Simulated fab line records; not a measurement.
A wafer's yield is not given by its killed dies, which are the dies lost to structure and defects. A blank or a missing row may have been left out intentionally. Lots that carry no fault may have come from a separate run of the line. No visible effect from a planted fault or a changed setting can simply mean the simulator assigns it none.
Which tool did it? + flow gf180mcu + 36 wafers from 12 lots sampled at 2 of the route's 602 steps

== WHAT THE GAUGES READ, wafer by wafer ==
GF_V1_THK_MEAS_25: measures by xrf. Usual: V1_W_THK typically reads 346 nm, with standard deviation 5.4.
| lot  | measured     | on            | V1_W_THK (nm) | flag |
|------|--------------|---------------|---------------|------|
| L278 | day 19 01:40 | film-metro-02 | 341 338 340   |      |
| L280 | day 19 12:44 | film-metro-04 | 349 352 347   |      |
| L281 | day 20 00:26 | film-metro-04 | 351 355 352   |      |
| L282 | day 20 06:14 | film-metro-04 | 354 354 359   |      |
| L284 | day 21 02:02 | film-metro-04 | 338 344 341   |      |
| L286 | day 21 17:55 | film-metro-04 | 339 350 338   |      |
| L287 | day 22 03:40 | film-metro-04 | 347 350 354   |      |
| L293 | day 25 00:32 | film-metro-02 | 341 336 336   |      |
| L295 | day 25 10:33 | film-metro-04 | 341 350 346   |      |
| L297 | day 25 21:37 | film-metro-03 | 342 342 342   |      |
| L296 | day 26 05:13 | film-metro-04 | 350 349 346   |      |
| L299 | day 26 17:00 | film-metro-04 | 353 352 356   |      |

GF_V2_BOW_MEAS_05. Usual: V2_BOW typically reads 100 um, with standard deviation 8.2.
| lot  | measured     | on            | V2_BOW (um) | flag |
|------|--------------|---------------|-------------|------|
| L278 | day 20 03:26 | film-metro-01 | 98 80 99    |      |
| L280 | day 20 14:13 | film-metro-01 | 99 99 102   |      |
| L281 | day 21 01:59 | film-metro-02 | 113 87 90   |      |
| L282 | day 21 08:31 | film-metro-03 | 96 99 94    |      |
| L284 | day 22 03:54 | film-metro-03 | 102 91 100  |      |
| L286 | day 22 19:17 | film-metro-01 | 101 89 96   |      |
| L287 | day 23 05:07 | film-metro-03 | 94 83 83    |      |
| L293 | day 25 23:23 | film-metro-02 | 118 99 105  |      |
| L295 | day 26 09:39 | film-metro-02 | 101 110 113 |      |
| L297 | day 26 19:37 | film-metro-03 | 96 104 98   |      |
| L296 | day 27 04:17 | film-metro-01 | 97 103 95   |      |
| L299 | day 27 15:12 | film-metro-02 | 103 114 111 |      |

== WHAT TOOL EACH LOT RAN ON (gives the tool, then ch and the chambers of the sampled wafers, and finally the start) ==
There is no process step in the record ahead of these readings.

== AS READ BY THE TOOLS THEMSELVES (means over the sampled wafers that have a number; for cases with no such wafer, the mark the record gives instead) ==
The record holds no such reading with a usual standard deviation.

== THE ANSWER, worked out from the rows above alone ==
Rule: a lot is off if the mean of its wafers that have a number lies more than 3 standard deviations from the usual mean. A lot without any number at a reading at which 4 lots or more have one is off too. Where the step has rows for the other lots, those lots are counted as sound. First the gauges in route order, then the tools' own readings, where a lot's mean is used as printed above. The first step at which some lot is off is used, and at that step the reading that is off furthest; a lot without a number counts as furthest.
None of the lots is off at any reading shown; this tells nothing.

== WHAT THE SIMULATOR PUT IN ==
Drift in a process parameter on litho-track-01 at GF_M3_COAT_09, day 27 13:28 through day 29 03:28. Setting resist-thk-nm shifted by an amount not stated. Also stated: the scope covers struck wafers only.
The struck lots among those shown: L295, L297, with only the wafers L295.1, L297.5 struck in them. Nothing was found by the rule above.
